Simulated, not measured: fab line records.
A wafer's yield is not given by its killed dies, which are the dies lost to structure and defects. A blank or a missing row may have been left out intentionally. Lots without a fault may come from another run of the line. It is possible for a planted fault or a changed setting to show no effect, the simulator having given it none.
A single fault, viewed from 2 desks | flow sfq line | what lay behind the numbers comes last; until then each desk has only its own

## AT THE TOOL OWNER'S DESK: pvd sputter-05
The tool's own readings at SFQ_TRILAYER_M7_DEP_SPUTTER_175 (material Nb, target thk 200 nm, time 133.3 s): means of the sampled wafers that have a number, for each lot that ran on this tool. A lot is out of limits, marked OUT, if its mean lies more than 4 standard deviations from the usual mean; the brackets give that distance.
Columns: A = base pressure pa at SFQ_TRILAYER_M7_DEP_SPUTTER_175, usual 1.34e-06 Pa; B = throttle valve pct at SFQ_TRILAYER_M7_DEP_SPUTTER_175, usual 29.9 %
lot  | first seen here | A        | B
L692 | day 69 10:14    | 1.28e-06 | 30.1
L699 | day 73 16:43    | 1.36e-06 | 30.7
L698 | day 76 15:24    | 1.29e-06 | 30.7
L700 | day 76 19:00    | 1.41e-06 | 30.6
L713 | day 82 22:08    | 1.44e-06 | 30.2
This desk found nothing out of limits on any of the 5 lots.

## AT THE METROLOGY DESK
Lot by lot, what the gauges showed, no matter which tool ran the lot: averages of those sampled wafers that carry a number. A lot is out of limits, marked OUT, if its mean lies more than 4 standard deviations from the usual mean; the brackets give that distance.
Columns: A = M3_OVL at SFQ_M3_OVL_MEAS_921, usual 1 nm; B = M7_NB_RS at SFQ_M7_RS_MEAS_943, usual 0.895 ohm/sq
lot  | first seen here | A  | B
L690 | day 24 03:02    | 0  | 0.907
L691 | day 24 10:14    | 8  | 0.901
L692 | day 24 18:38    | -2 | 0.891
L693 | day 26 11:31    | 4  | 0.893
L697 | day 37 23:39    | 8  | 0.913
L698 | day 38 04:27    | 2  | 0.833 (-7.1) OUT
L699 | day 38 05:39    | 12 | 0.899
L700 | day 38 08:04    | -1 | 0.767 (-15) OUT
L706 | day 38 23:39    | 1  | 0.906
L707 | day 39 00:51    | 4  | 0.904
L708 | day 39 04:27    | -4 | 0.893
L710 | day 39 09:15    | -3 | 0.877
L711 | day 39 11:39    | 0  | 0.896
L713 | day 39 18:51    | -5 | 0.897
This desk's result: L698, L700 out of limits, first on L698 (M7_NB_RS at SFQ_M7_RS_MEAS_943), day 76 15:31. Within limits: L690, L691, L692, L693, L697, L699, L706, L707, L708, L710, L711, L713.

## ALL TOGETHER
L698, L700 would have let the metrology desk raise an alarm at day 76 15:31.
The desk of the tool owner found nothing out of limits.
The tool owner's desk has L698, L700 on record, within its limits.
On pvd sputter-05, each named lot ran SFQ_TRILAYER_M7_DEP_SPUTTER_175.

## WHAT THE SIMULATOR PUT IN
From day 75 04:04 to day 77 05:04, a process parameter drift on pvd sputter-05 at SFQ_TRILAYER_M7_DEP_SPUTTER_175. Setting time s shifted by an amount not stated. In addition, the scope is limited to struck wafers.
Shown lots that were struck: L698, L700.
Hours from the fault's start to each desk's first reading out of limits: the metrology desk, 35.
